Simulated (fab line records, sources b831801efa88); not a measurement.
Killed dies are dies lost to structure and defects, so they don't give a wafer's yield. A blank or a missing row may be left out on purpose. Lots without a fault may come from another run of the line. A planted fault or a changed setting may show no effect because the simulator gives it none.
fab line records | flow gf180mcu
record lots=13 wafers=39 last_day=34
route steps=602 shown LVPWELL@64 VT_IMPLANT@120 SAB@274 CONTACT@290
lots that met no fault: from a run of the same line without faults
start_h: hours from the record's first day to the start of the lot's first wafer shown | wait_h: hours since the lot's step before | " the same as in the row above | L1.1+2: a row that stands for several wafers | - no value, or no start given | * or withheld: withheld | < > ~ a bound
route shown NAME@n: a module of which the file shows steps, and the number in the route of the first | usual: mean/standard deviation of fault-free wafers | same: alike in all rows | chamber/n: place in a boat | sites: the reading at each site | _std_site: their standard deviation | _edge_site: outer sites' mean less inner sites' | radius_mm: how far each site lies from the wafer's centre | mask NAME#n: copy n | behind: the tool/chamber that last shaped the wafer | hold: why the lot was held/for how many hours/how that ended | device: the transistor (n, p or np) that didn't switch | end of line: the same wafers' tests at the end of the route | a step without rows: its recipe alone | killed: dies lost to structure and defects at the first sort, not the wafer's yield | map: a wafer's dies, x killed, . not, _ none there
set.NAME: the setting as run; set.NAME@STEP: as run at that earlier step | model.NAME: the simulator's own value behind a step, which no gauge read
steps of the route over a sample of lots; a table a step, a row a wafer
services: from which hour (start_h, from the record's first day; less than 0 if before it) a tool's chamber was out of use, for how many hours, and why
## steps
# step GF_LVPWELL_STRIP_10
# recipe chemistry=O2/N2 power_w=1400 pressure_mtorr=1500 platen_temp_c=250 o2_flow_sccm=3000 n2_flow_sccm=300 overash_fraction=0.5
# usual drypump_motor_current_A=5.93/0.29 heater_power_w=373/37 oes_product_au=0.723/0.0044 strip_time_to_endpoint_s=36.99/0.092
# columns lot.wafer tool chamber start_h wait_h drypump_motor_current_A heater_power_w oes_product_au rf_hours_counter_h strip_time_to_endpoint_s
L746.2 plasma_asher-03 1 67.79 0.1 6.07 328 0.721 26 36.99
L746.4 " 1 " " 6.08 332 0.723 - 36.97
L746.6 " 0 " " 5.30 374 0.719 - 37.07
L747.2 plasma_asher-04 0 76.66 0.1 6.24 416 0.716 41 37.09
L747.3 " 1 " " 6.04 319 0.726 - 37.12
L747.6 " 1 " " 6.06 332 0.724 - 37.00
L748.1 plasma_asher-01 1 78.79 0.1 5.55 383 0.722 42 36.92
L748.2 " 0 " " 5.85 416 0.717 42 36.97
L748.5 " 0 " " 5.82 402 0.713 - 37.00
L750.3 plasma_asher-04 0 92.85 0.1 6.27 410 0.721 - 36.94
L750.4 " 1 " " 6.04 321 0.734 - 37.04
L750.6 " 0 " " 6.24 409 0.728 - 36.96
L751.3 plasma_asher-01 0 96.12 0.1 5.90 420 0.723 - 37.00
L751.5 " 0 " " 5.89 399 0.719 - 37.05
L751.6 " 1 " " 5.58 371 0.718 - 37.03
L753.2 plasma_asher-01 1 109.04 0.1 5.55 371 0.719 46 36.83
L753.5 " 1 " " 5.57 388 0.727 - 36.81
L753.6 " 0 " " 5.86 415 0.728 - 36.92
L754.1 plasma_asher-01 1 111.46 0.1 5.52 373 0.729 46 36.93
L754.2 " 0 " " 5.85 404 0.733 46 37.00
L754.5 " 1 " " 5.53 375 0.720 - 37.01
L757.1 plasma_asher-04 0 130.16 0.1 6.23 414 0.722 47 37.23
L757.2 " 1 " " 6.05 324 0.725 47 37.24
L757.5 " 0 " " 6.22 414 0.721 - 37.08
L758.3 plasma_asher-04 1 135.62 0.1 6.05 325 0.722 - 36.95
L758.4 " 0 " " 6.25 407 0.730 - 37.00
L758.5 " 1 " " 6.06 332 0.716 - 36.93
L763.2 plasma_asher-04 1 165.91 0.1 6.04 332 0.722 51 36.82
L763.4 " 1 " " 6.08 323 0.728 - 36.82
L763.6 " 1 " " 6.06 326 0.720 - 36.80
L764.2 plasma_asher-03 0 170.29 0.1 5.36 363 0.714 38 37.03
L764.4 " 0 " " 5.33 352 0.725 - 36.97
L764.6 " 1 " " 6.07 335 0.733 - 37.02
L765.3 plasma_asher-01 1 174.79 0.1 5.55 376 0.724 - 36.99
L765.4 " 0 " " 5.87 417 0.720 - 36.86
L765.6 " 0 " " 5.85 417 0.725 - 37.00
L767.1 plasma_asher-03 0 187.73 0.1 5.30 362 0.719 40 37.00
L767.2 " 1 " " 6.08 341 0.714 40 37.01
L767.3 " 1 " " 6.05 335 0.713 - 36.90
# step GF_VT_IMPLANT_IMPLANT_30
# recipe species=B energy_kev=25 dose_cm2=2.534e+12 tilt_deg=7
# usual dose_ions_cm2=2.5344e+12/2.6e+09 end_station_pressure_torr=4.99e-06/2.8e-07 faraday_current_uA=14.27/0.28
# columns lot.wafer tool chamber start_h wait_h dose_ions_cm2 end_station_pressure_torr faraday_current_uA
L746.2 implanter-02 0 137.98 0.0 2.535e+12 4.59e-06 14.32
L746.4 " 0 " " 2.5278e+12 4.63e-06 14.04
L746.6 " 0 " " 2.5284e+12 4.9e-06 14.24
L747.2 implanter-04 0 148.53 0.0 2.5319e+12 5.24e-06 14.32
L747.3 " 0 " " 2.5337e+12 5.22e-06 14.32
L747.6 " 0 " " 2.538e+12 5.15e-06 14.68
L748.1 implanter-02 0 151.04 0.0 2.535e+12 4.96e-06 14.61
L748.2 " 0 " " 2.5329e+12 4.87e-06 13.92
L748.5 " 0 " " 2.5341e+12 4.93e-06 13.95
L750.3 implanter-04 0 167.04 0.1 2.5332e+12 4.4e-06 14.25
L750.4 " 0 " " 2.5353e+12 4.57e-06 14.31
L750.6 " 0 " " 2.5336e+12 4.73e-06 14.77
L751.3 implanter-04 0 170.68 0.1 2.5334e+12 5.66e-06 13.97
L751.5 " 0 " " 2.5305e+12 5.05e-06 14.62
L751.6 " 0 " " 2.5306e+12 5.11e-06 14.18
L753.2 implanter-04 0 187.76 0.0 2.5319e+12 4.98e-06 14.34
L753.5 " 0 " " 2.5298e+12 5.41e-06 14.67
L753.6 " 0 " " 2.5374e+12 5e-06 14.42
L754.1 implanter-03 0 189.88 0.0 2.5355e+12 5.33e-06 14.25
L754.2 " 0 " " 2.5393e+12 4.5e-06 14.77
L754.5 " 0 " " 2.5355e+12 5.29e-06 13.88
L757.1 implanter-02 0 212.83 0.0 2.5339e+12 5.43e-06 14.33
L757.2 " 0 " " 2.5345e+12 5.02e-06 14.05
L757.5 " 0 " " 2.5372e+12 4.84e-06 14.50
L758.3 implanter-04 0 216.93 0.1 2.535e+12 5.1e-06 14.23
L758.4 " 0 " " 2.5337e+12 5.3e-06 14.40
L758.5 " 0 " " 2.5374e+12 5.83e-06 14.42
L763.2 implanter-02 0 255.71 0.0 2.5351e+12 5.09e-06 13.80
L763.4 " 0 " " 2.5333e+12 5e-06 14.39
L763.6 " 0 " " 2.5342e+12 4.74e-06 14.12
L764.2 implanter-04 0 259.61 0.0 1.9281e+12 4.92e-06 10.67
L764.4 " 0 " " 1.9286e+12 5.43e-06 11.08
L764.6 " 0 " " 1.9286e+12 4.7e-06 11.21
L765.3 implanter-04 0 264.63 0.1 1.9337e+12 5.03e-06 10.68
L765.4 " 0 " " 1.9307e+12 4.52e-06 10.92
L765.6 " 0 " " 1.9301e+12 4.67e-06 10.63
L767.1 implanter-02 0 278.63 0.0 2.5379e+12 5.26e-06 14.23
L767.2 " 0 " " 2.538e+12 5.31e-06 14.32
L767.3 " 0 " " 2.5317e+12 5.06e-06 14.02
# step GF_VT_IMPLANT_TW_MEAS_32
# usual VT_IMPLANT_3_TW=268.3/2.8
# columns lot.wafer tool chamber start_h wait_h VT_IMPLANT_3_TW
L746.2 film_metro-01 - 138.22 0.1 267.7
L746.4 " - " " 267.3
L746.6 " - " " 268.1
L747.2 film_metro-01 - 148.77 0.1 266.1
L747.3 " - " " 266.7
L747.6 " - " " 267.5
L748.1 film_metro-02 - 151.29 0.1 266.9
L748.2 " - " " 266.0
L748.5 " - " " 266.2
L750.3 film_metro-02 - 167.26 0.1 267.0
L750.4 " - " " 267.0
L750.6 " - " " 268.1
L751.3 film_metro-02 - 170.90 0.1 265.4
L751.5 " - " " 265.5
L751.6 " - " " 266.9
L753.2 film_metro-04 - 187.99 0.1 271.6
L753.5 " - " " 272.5
L753.6 " - " " 271.5
L754.1 film_metro-02 - 190.13 0.1 265.4
L754.2 " - " " 266.7
L754.5 " - " " 266.0
L757.1 film_metro-04 - 213.08 0.1 272.3
L757.2 " - " " 274.0
L757.5 " - " " 274.0
L758.3 film_metro-02 - 217.15 0.1 267.2
L758.4 " - " " 268.2
L758.5 " - " " 267.0
L763.2 film_metro-04 - 255.94 0.1 273.7
L763.4 " - " " 273.1
L763.6 " - " " 272.3
L764.2 film_metro-04 - 259.84 0.1 253.7
L764.4 " - " " 249.5
L764.6 " - " " 251.7
L765.3 film_metro-02 - 264.85 0.1 244.8
L765.4 " - " " 245.8
L765.6 " - " " 245.6
L767.1 film_metro-04 - 278.88 0.1 271.6
L767.2 " - " " 271.8
L767.3 " - " " 270.8
# step GF_SAB_OVL_MEAS_10
# usual SAB_OVL=1.1/1.4
# columns lot.wafer tool chamber start_h wait_h SAB_OVL[nm]
L746.2 overlay-02 - 330.87 0.1 -0.2
L746.4 " - " " 1.6
L746.6 " - " " -0.4
L747.2 overlay-01 - 343.89 0.1 1.8
L747.3 " - " " -0.8
L747.6 " - " " -0.5
L748.1 overlay-02 - 346.42 0.1 0.9
L748.2 " - " " 1.8
L748.5 " - " " 1.9
L750.3 overlay-02 - 368.20 0.1 2.6
L750.4 " - " " 1.0
L750.6 " - " " 0.9
L751.3 overlay-02 - 379.10 0.1 3.6
L751.5 " - " " 2.2
L751.6 " - " " 2.3
L753.2 overlay-01 - 401.44 0.1 0.4
L753.5 " - " " 1.1
L753.6 " - " " -1.0
L754.1 overlay-02 - 402.27 0.1 2.3
L754.2 " - " " 1.4
L754.5 " - " " 2.7
L757.1 overlay-02 - 437.36 0.1 3.1
L757.2 " - " " 2.0
L757.5 " - " " 2.0
L758.3 overlay-01 - 439.35 0.1 0.3
L758.4 " - " " -1.4
L758.5 " - " " 0.5
L763.2 overlay-02 - 505.47 0.1 2.3
L763.4 " - " " 0.8
L763.6 " - " " 2.7
L764.2 overlay-02 - 508.49 0.1 1.6
L764.4 " - " " 2.6
L764.6 " - " " 1.9
L765.3 overlay-01 - 511.80 0.1 -0.4
L765.4 " - " " 1.9
L765.6 " - " " 0.6
L767.1 overlay-02 - 521.81 0.1 -0.1
L767.2 " - " " 0.4
L767.3 " - " " -0.7
# step GF_CONTACT_THK_MEAS_03
# recipe reads=SiO2_of_CONTACT_CVD_02
# usual CONTACT_CVD_02_THK=857/11
# columns lot.wafer tool chamber start_h wait_h CONTACT_CVD_02_THK[nm]
L746.2 film_metro-03 - 331.99 0.0 839
L746.4 " - " " 858
L746.6 " - " " 867
L747.2 film_metro-01 - 345.00 0.0 861
L747.3 " - " " 861
L747.6 " - " " 866
L748.1 film_metro-01 - 347.50 0.0 852
L748.2 " - " " 837
L748.5 " - " " 863
L750.3 film_metro-03 - 369.32 0.1 872
L750.4 " - " " 869
L750.6 " - " " 883
L751.3 film_metro-03 - 380.24 0.1 864
L751.5 " - " " 872
L751.6 " - " " 863
L753.2 film_metro-04 - 402.69 0.0 850
L753.5 " - " " 860
L753.6 " - " " 867
L754.1 film_metro-01 - 403.34 0.0 850
L754.2 " - " " 848
L754.5 " - " " 843
L757.1 film_metro-04 - 438.55 0.0 857
L757.2 " - " " 838
L757.5 " - " " 876
L758.3 film_metro-01 - 440.45 0.1 866
L758.4 " - " " 877
L758.5 " - " " 867
L763.2 film_metro-01 - 506.57 0.0 866
L763.4 " - " " 865
L763.6 " - " " 879
L764.2 film_metro-03 - 509.57 0.0 875
L764.4 " - " " 864
L764.6 " - " " 871
L765.3 film_metro-01 - 512.91 0.1 844
L765.4 " - " " 854
L765.6 " - " " 885
L767.1 film_metro-03 - 522.90 0.0 842
L767.2 " - " " 841
L767.3 " - " " 863
## services
# columns tool chamber start_h hours kind
implanter-03 - 53.97 6.8 repair
plasma_asher-01 - 170.09 1.5 repair
plasma_asher-03 - 173.56 0.5 repair
plasma_asher-03 - 176.81 2.4 repair
implanter-02 - 210.45 2.3 repair
implanter-03 - 255.34 2.7 pm
plasma_asher-03 - 266.85 33.5 repair
implanter-04 - 267.19 2.6 repair
## key
first_sign step=GF_VT_IMPLANT_IMPLANT_30 reading=dose_ions_cm2 direction=down sigmas=99+ usual=2.5344e+12 struck=1.93e+12
effect step=GF_VT_IMPLANT_IMPLANT_30 reading=faraday_current_uA direction=down sigmas=12 usual=14.27 struck=10.87
effect step=GF_VT_IMPLANT_TW_MEAS_32 reading=VT_IMPLANT_3_TW direction=down sigmas=7.1 usual=268.3 struck=248.5
met_at GF_VT_IMPLANT_IMPLANT_30
struck_lots L764,L765
tester_left_out L764,L765
not_acting_at GF_LVPWELL_STRIP_10,GF_SAB_OVL_MEAS_10,GF_CONTACT_THK_MEAS_03
onset_between 216.93 259.61
fault kind=process_parameter_drift tool=implanter-04 chamber=- onset_h=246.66 steps=GF_VT_IMPLANT_IMPLANT_30 channel=dose_cm2 offset=-6.0456e+11 shape=step end_h=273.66 acts_in=these_recipes_only stated=2.534e+12
# tester_left_out: of these lots the tester's yield and bins aren't shown, on N5 and GAA mostly nor the transistor test; their killed dies are dies lost to structure and defects alone, not to doping, threshold or leakage, so they don't give the yield
